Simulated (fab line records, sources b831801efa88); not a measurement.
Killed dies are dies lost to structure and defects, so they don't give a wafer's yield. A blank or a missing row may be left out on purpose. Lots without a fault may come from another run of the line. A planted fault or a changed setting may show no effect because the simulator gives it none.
Which tool did it? | flow gf180mcu | 6 lots, 17 wafers sampled, at 3 steps of a route of 602

WHAT THE GAUGES READ, wafer by wafer
GF_NWELL_TW_MEAS_11.
lot  | measured    | on            | NWELL_TW
L572 | day 3 14:52 | film_metro-02 | 1580 1572 1567
L574 | day 4 01:20 | film_metro-01 | 1586 1589 1583
L578 | day 4 22:28 | film_metro-01 | 1596 1585 1585
L582 | day 5 20:16 | film_metro-02 | 1463 1567
L590 | day 7 17:10 | film_metro-02 | 1569 1568 1574
L593 | day 8 11:08 | film_metro-04 | 1569 1576 1563

WHICH TOOL RAN EACH LOT (tool, then ch and the chambers of the sampled wafers, then the start)
lot  | GF_DNWELL_STRIP_08                  | GF_NWELL_IMPLANT_08
L572 | plasma_asher-01 ch 0,1, day 3 00:46 | implanter-03 ch 0, day 3 14:28
L574 | plasma_asher-02 ch 0,1, day 3 11:25 | implanter-04 ch 0, day 4 00:58
L578 | plasma_asher-04 ch 0,1, day 4 08:05 | implanter-03 ch 0, day 4 22:04
L582 | plasma_asher-01 ch 0,1, day 5 05:02 | implanter-03 ch 0, day 5 19:52
L590 | plasma_asher-04 ch 0,1, day 6 23:50 | implanter-04 ch 0, day 7 16:46
L593 | plasma_asher-02 ch 0,1, day 7 17:16 | implanter-01 ch 0, day 8 10:44
- GF_DNWELL_STRIP_08: strips in O2/N2.
- GF_NWELL_IMPLANT_08

THE ANSWER, worked out from the rows above alone
Rule: what is usual is taken from the lots themselves. Put in order of their means at a reading, lots are off if they are a third of the lots or fewer, leave a main group of 4 or more, and stand apart from it by a gap of 3 or more times the standard deviation of the main group's means; of several such gaps the widest counts. A main group whose means are all the same, to the digits that the tables above print for the reading, isn't used. A lot without any number at a reading at which 4 lots or more have one is off too. The other lots that the step has rows for count as sound.
Off: L582, at GF_NWELL_TW_MEAS_11 (NWELL_TW). The main group: mean 1577, standard deviation 8.2.
A tool fits if, at a process step before that reading, it ran every lot that is off, and no sound lot after the first of them. The gauges at GF_NWELL_TW_MEAS_11 are tried like those tools. Can't be told from this: 2 tools fit, plasma_asher-01 at GF_DNWELL_STRIP_08, implanter-03 at GF_NWELL_IMPLANT_08.

WHAT THE SIMULATOR HAD PUT IN
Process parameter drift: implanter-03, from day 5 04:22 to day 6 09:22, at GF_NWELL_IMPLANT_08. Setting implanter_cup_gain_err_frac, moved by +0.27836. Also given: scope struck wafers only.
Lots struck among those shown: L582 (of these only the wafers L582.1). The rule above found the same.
